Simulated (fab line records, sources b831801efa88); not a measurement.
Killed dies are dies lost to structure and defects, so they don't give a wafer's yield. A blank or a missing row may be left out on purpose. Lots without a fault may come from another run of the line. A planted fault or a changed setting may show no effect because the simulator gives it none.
A struck lot beside a sound one | flow gf180mcu | 46 steps out of a route of 602
Sound: wafers L739.1, L739.4, L739.5. Struck: wafer L756.6. (L756.1 of the same lot was not struck and is left out.) The cause comes at the end.
At each step with rows: each side's tool, then ch and its chambers, then its first start. Under that, the readings that differ: sound wafers | struck wafers | difference of the means | sigmas: that difference in standard deviations of wafers without a fault.
alike: readings whose means differ by less than 2 such deviations, and words and numbers that are the same on both sides. not compared: withheld readings, readings that some wafer has no value for, bounds like >300 that may hide the same value, and numbers for which the record gives no deviation and whose values overlap.
The two part at a step that has a row with sigmas, a row that says differs or no value, or rows on one side only. Numbers that don't overlap but have no deviation are shown without sigmas and don't part them. A reading that every wafer of one side lacks parts them only if that side has two wafers or more.

first, 5 steps without rows for these wafers: GF_MVSD_COAT_02 (resist thk 3000 nm); GF_MVSD_SOFTBAKE_03; GF_MVSD_EXPOSE_04 (exposes mask MVSD, target cd 1000 nm); GF_MVSD_PEB_05; GF_MVSD_DEVELOP_06 (develop time 60 s).
GF_MVSD_OVL_MEAS_07:
  sound on overlay-01, day 5 14:54; struck on overlay-02, day 9 17:53
  alike: MVSD_OVL
then, 2 steps without rows for these wafers: GF_MVSD_IMPLANT_08; GF_MVSD_IMPLANT_09.
GF_MVSD_STRIP_10: strips in O2/N2.
  sound on plasma_asher-04 ch 0, day 5 15:15; struck on plasma_asher-04 ch 0, day 9 18:14
  reading                      | sound             | struck | difference | sigmas
  strip_time_to_endpoint_s (s) | 37.04 37.08 37.07 | 36.86  | -0.20      | -2
  alike: chamber_pressure_mTorr, drypump_motor_current_A, heater_power_w, oes_product_au
  not compared: rf_hours_counter_h
GF_MVSD_TW_MEAS_11:
  sound on film_metro-04, day 5 15:21; struck on film_metro-04, day 9 18:20
  alike: MVSD_TW
then, 2 steps without rows for these wafers: GF_MVPSD_DEHYDRATE_00 (time 60 s); GF_MVPSD_HMDS_01 (prime time 60 s).
GF_MVPSD_COAT_02: resist thk 3000 nm.
  sound on litho_track-02 ch 0, day 5 22:33; struck on litho_track-04 ch 0, day 10 03:04
  reading                                 | sound          | struck | difference | sigmas
  model.coat_of_MVPSD_COAT_02.thk_nm (nm) | 3006 3011 3006 | 422.2  | -2585.5    |
then, 3 steps without rows for these wafers: GF_MVPSD_SOFTBAKE_03; GF_MVPSD_EXPOSE_04 (exposes mask MVPSD, target cd 1000 nm); GF_MVPSD_PEB_05.
GF_MVPSD_DEVELOP_06: develop time 60 s.
  sound on litho_track-04 ch 0; struck on litho_track-02 ch 0
  reading                                 | sound          | struck | difference | sigmas
  model.coat_of_MVPSD_COAT_02.thk_nm (nm) | 3005 3010 3005 | 421.1  | -2585.6    |
GF_MVPSD_OVL_MEAS_07:
  sound on overlay-01, day 6 06:22; struck on overlay-01, day 10 12:30
  alike: MVPSD_OVL
then, 2 steps without rows for these wafers: GF_MVPSD_IMPLANT_08; GF_MVPSD_IMPLANT_09.
GF_MVPSD_STRIP_10: strips in O2/N2.
  sound on plasma_asher-01 ch 0,1, day 6 06:42; struck on plasma_asher-04 ch 1, day 10 12:50
  reading                      | sound             | struck | difference | sigmas
  oes_product_au (a.u.)        | 0.719 0.729 0.713 | 0.484  | -0.236     | -50
  strip_time_to_endpoint_s (s) | 37.02 37.09 37.01 | 6.07   | -30.97     | -99 or more
  alike: chamber_pressure_mTorr, drypump_motor_current_A, heater_power_w
  not compared: rf_hours_counter_h
GF_MVPSD_TW_MEAS_11:
  sound on film_metro-04, day 6 06:48; struck on film_metro-04, day 10 12:56
  alike: MVPSD_TW
then, 7 steps without rows for these wafers: GF_VT_IMPLANT_DEHYDRATE_00 (time 60 s); GF_VT_IMPLANT_HMDS_01 (prime time 60 s); GF_VT_IMPLANT_COAT_02 (resist thk 1000 nm); GF_VT_IMPLANT_SOFTBAKE_03 (time 60 s); GF_VT_IMPLANT_EXPOSE_04 (exposes mask LVPWELL LV AREA, target cd 600 nm); GF_VT_IMPLANT_PEB_05; GF_VT_IMPLANT_DEVELOP_06 (develop time 60 s).
GF_VT_IMPLANT_OVL_MEAS_07:
  sound on overlay-01, day 6 21:51; struck on overlay-02, day 11 07:39
  alike: VT_IMPLANT_OVL
then, 1 step without rows for these wafers: GF_VT_IMPLANT_IMPLANT_08.
GF_VT_IMPLANT_STRIP_09: strips in O2/N2.
  sound on plasma_asher-02 ch 0,1, day 6 22:02; struck on plasma_asher-02 ch 1, day 11 07:50
  reading                      | sound             | struck | difference | sigmas
  strip_time_to_endpoint_s (s) | 12.69 12.65 12.66 | 12.53  | -0.14      | -3
  alike: chamber_pressure_mTorr, drypump_motor_current_A, heater_power_w, oes_product_au
  not compared: rf_hours_counter_h
GF_VT_IMPLANT_TW_MEAS_10:
  sound on film_metro-03, day 6 22:08; struck on film_metro-04, day 11 07:56
  reading       | sound             | struck | difference | sigmas
  VT_IMPLANT_TW | 560.5 562.5 559.8 | 693.1  | +132.2     | +44
then, 7 steps without rows for these wafers: GF_VT_IMPLANT_DEHYDRATE_11 (time 60 s); GF_VT_IMPLANT_HMDS_12 (prime time 60 s); GF_VT_IMPLANT_COAT_13 (resist thk 1000 nm); GF_VT_IMPLANT_SOFTBAKE_14 (time 60 s); GF_VT_IMPLANT_EXPOSE_15 (exposes mask Nwell LV AREA, target cd 860 nm); GF_VT_IMPLANT_PEB_16; GF_VT_IMPLANT_DEVELOP_17 (develop time 60 s).
GF_VT_IMPLANT_OVL_MEAS_18:
  sound on overlay-02, day 7 13:51; struck on overlay-02, day 12 02:18
  alike: VT_IMPLANT_01_OVL
then, 1 step without rows for these wafers: GF_VT_IMPLANT_IMPLANT_19.
GF_VT_IMPLANT_TW_MEAS_21:
  sound on film_metro-03, day 7 14:08; struck on film_metro-04, day 12 02:35
  reading         | sound          | struck | difference | sigmas
  VT_IMPLANT_2_TW | 1219 1206 1214 | 1240   | +27        | +4
GF_VT_IMPLANT_TW_MEAS_32:
  sound on film_metro-03, day 8 06:08; struck on film_metro-01, day 12 22:20
  reading         | sound             | struck | difference | sigmas
  VT_IMPLANT_3_TW | 266.0 265.5 265.3 | 573.7  | +308.1     | +99 or more
GF_VT_IMPLANT_TW_MEAS_43:
  sound on film_metro-03, day 8 22:42; struck on film_metro-03, day 13 17:44
  reading         | sound       | struck | difference | sigmas
  VT_IMPLANT_4_TW | 685 686 684 | 781    | +96        | +32
-- the record jumps here: 21 days lie between the struck wafers' starts before and after (it left off in module VT_IMPLANT and takes up again in module PASSIVATION, whose first step shown is number 602 of the route) --
GF_PASSIVATION_PROBE_99:
  the record has rows for the struck wafers here (prober-02, day 34 23:49) and none for the sound ones

WHERE THEY PART
First at GF_MVSD_STRIP_10; last, within this record, at GF_PASSIVATION_PROBE_99.

WHY: what the simulator had put in
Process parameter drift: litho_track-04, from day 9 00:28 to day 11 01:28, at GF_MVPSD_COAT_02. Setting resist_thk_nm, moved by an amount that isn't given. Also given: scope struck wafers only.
